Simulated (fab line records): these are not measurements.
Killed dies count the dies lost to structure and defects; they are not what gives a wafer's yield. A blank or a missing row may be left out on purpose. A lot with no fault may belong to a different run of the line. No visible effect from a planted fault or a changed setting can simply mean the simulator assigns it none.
Tool commonality check / flow gf180mcu / Lots sampled 11, wafers sampled 33

== REASON FOR OPENING ==
At GF_V5_RS_MEAS_24 the reading V5_W_RS is flagged on 2 of 11 lots. No-fault wafers: 0.3277 ohm/sq, standard deviation 0.003.
Rule: a lot is flagged in two cases, either no wafer of it has a number, or all its wafers with numbers fall more than 4 standard deviations from that mean. The other lots count as sound.

lot=L206; measured=day 27 04:16; on=film_metro-01; V5_W_RS (ohm/sq), wafer by wafer=0.3286 0.3269 0.3233; flag=
lot=L208; measured=day 27 17:28; on=film_metro-02; V5_W_RS (ohm/sq), wafer by wafer=0.3273 0.3306 0.3287; flag=
lot=L209; measured=day 28 03:34; on=film_metro-03; V5_W_RS (ohm/sq), wafer by wafer=0.3330 0.3297 0.3316; flag=
lot=L212; measured=day 28 23:15; on=film_metro-03; V5_W_RS (ohm/sq), wafer by wafer=0.3293 0.3272 0.3295; flag=
lot=L214; measured=day 29 13:11; on=film_metro-03; V5_W_RS (ohm/sq), wafer by wafer=0.3254 0.3232 0.3262; flag=
lot=L216; measured=day 30 14:29; on=film_metro-02; V5_W_RS (ohm/sq), wafer by wafer=0.3825 0.3779 0.3826; flag=FLAGGED
lot=L217; measured=day 30 20:20; on=film_metro-01; V5_W_RS (ohm/sq), wafer by wafer=0.3853 0.3809 0.3838; flag=FLAGGED
lot=L224; measured=day 32 08:20; on=film_metro-01; V5_W_RS (ohm/sq), wafer by wafer=0.3272 0.3251 0.3309; flag=
lot=L226; measured=day 32 20:55; on=film_metro-02; V5_W_RS (ohm/sq), wafer by wafer=0.3278 0.3248 0.3249; flag=
lot=L228; measured=day 33 09:05; on=film_metro-03; V5_W_RS (ohm/sq), wafer by wafer=0.3277 0.3290 0.3295; flag=
lot=L229; measured=day 33 18:58; on=film_metro-01; V5_W_RS (ohm/sq), wafer by wafer=0.3302 0.3294 0.3274; flag=
The numbers of the flagged lots are 0.3822 ohm/sq on average: +0.0545 ohm/sq against the usual, or +18 standard deviations.

== EACH LOT AND THE TOOL IT RAN ON ==
Before the reading, the record contains 2 process steps out of a 602-step route. Cell contents, in order: the tool; ch with the chambers the sampled wafers went through; the start.
lot=L206; flag=; GF_M5_METAL_ETCH_10=rie_metal-02 ch 0,1, day 26 05:36; GF_V5_CVD_23=cvd_w-02 ch 0,1, day 27 04:08
lot=L208; flag=; GF_M5_METAL_ETCH_10=rie_metal-02 ch 0,1, day 26 19:10; GF_V5_CVD_23=cvd_w-01 ch 0,1, day 27 17:20
lot=L209; flag=; GF_M5_METAL_ETCH_10=rie_metal-02 ch 0,1, day 27 04:48; GF_V5_CVD_23=cvd_w-01 ch 0,1, day 28 03:26
lot=L212; flag=; GF_M5_METAL_ETCH_10=rie_metal-01 ch 0,1, day 28 01:06; GF_V5_CVD_23=cvd_w-01 ch 0,1, day 28 23:07
lot=L214; flag=; GF_M5_METAL_ETCH_10=rie_metal-01 ch 0,1, day 28 15:34; GF_V5_CVD_23=cvd_w-01 ch 0,1, day 29 13:04
lot=L216; flag=FLAGGED; GF_M5_METAL_ETCH_10=rie_metal-03 ch 0,1, day 29 18:04; GF_V5_CVD_23=cvd_w-01 ch 0,1, day 30 14:23
lot=L217; flag=FLAGGED; GF_M5_METAL_ETCH_10=rie_metal-03 ch 0,1, day 29 23:55; GF_V5_CVD_23=cvd_w-01 ch 0,1, day 30 20:12
lot=L224; flag=; GF_M5_METAL_ETCH_10=rie_metal-02 ch 0,1, day 31 12:07; GF_V5_CVD_23=cvd_w-02 ch 0,1, day 32 08:14
lot=L226; flag=; GF_M5_METAL_ETCH_10=rie_metal-02 ch 0,1, day 32 01:45; GF_V5_CVD_23=cvd_w-02 ch 0,1, day 32 20:47
lot=L228; flag=; GF_M5_METAL_ETCH_10=rie_metal-02 ch 0,1, day 32 15:37; GF_V5_CVD_23=cvd_w-02 ch 0,1, day 33 08:58
lot=L229; flag=; GF_M5_METAL_ETCH_10=rie_metal-03 ch 0,1, day 33 00:34; GF_V5_CVD_23=cvd_w-02 ch 0,1, day 33 18:51
What the steps here do:
- GF_M5_METAL_ETCH_10: etches the open film in Cl2/BCl3, stops on SiO2, target depth 627.5 nm, time 104.6 s.
- GF_V5_CVD_23: deposits W, target thk 350 nm, time 104.9 s.
- GF_V5_RS_MEAS_24: measures by four-point-probe.

== FLAGGED AGAINST TOTAL, ONE TOOL AT A TIME (gauges that did the reading follow at the end) ==
step=GF_M5_METAL_ETCH_10; tool=rie_metal-01; lots run=2; flagged=0; share of the flagged lots=none; sound lots run after its first flagged lot=-
step=GF_M5_METAL_ETCH_10; tool=rie_metal-02; lots run=6; flagged=0; share of the flagged lots=none; sound lots run after its first flagged lot=-
step=GF_M5_METAL_ETCH_10; tool=rie_metal-03; lots run=3; flagged=2; share of the flagged lots=all; sound lots run after its first flagged lot=1 (L229)
step=GF_V5_CVD_23; tool=cvd_w-01; lots run=6; flagged=2; share of the flagged lots=all; sound lots run after its first flagged lot=0
step=GF_V5_CVD_23; tool=cvd_w-02; lots run=5; flagged=0; share of the flagged lots=none; sound lots run after its first flagged lot=-
step=GF_V5_RS_MEAS_24; tool=film_metro-01; lots run=4; flagged=1; share of the flagged lots=some; sound lots run after its first flagged lot=2 (L224,L229)
step=GF_V5_RS_MEAS_24; tool=film_metro-02; lots run=3; flagged=1; share of the flagged lots=some; sound lots run after its first flagged lot=1 (L226)
step=GF_V5_RS_MEAS_24; tool=film_metro-03; lots run=4; flagged=0; share of the flagged lots=none; sound lots run after its first flagged lot=-

== THE TABLE: WHAT IT ALLOWS ==
rie_metal-03 at GF_M5_METAL_ETCH_10 and cvd_w-01 at GF_V5_CVD_23 are the 2 rows of the table that ran each flagged lot.
- rie_metal-03 at GF_M5_METAL_ETCH_10: 2 of its 3 lots flagged. Sound lots ran on it after the first flagged one (L229), which a lasting fault on the whole tool wouldn't allow.
- cvd_w-01 at GF_V5_CVD_23: 2 of its 6 lots flagged. Its last sound lot is L214 (day 29 13:04), its first flagged lot L216 (day 30 14:23): a fault that began between those two fits. Its own readings (chamber_pressure_Torr) fall more than 4 standard deviations out on all wafers of the flagged lots.
cvd_w-01 at GF_V5_CVD_23 is the single tool remaining.

== WHAT THE SIMULATOR PUT IN ==
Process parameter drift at GF_V5_CVD_23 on cvd_w-01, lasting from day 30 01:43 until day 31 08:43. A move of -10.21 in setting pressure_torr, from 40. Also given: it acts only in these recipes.
Shown lots that were struck: L216, L217. This agrees with what the rule above found.
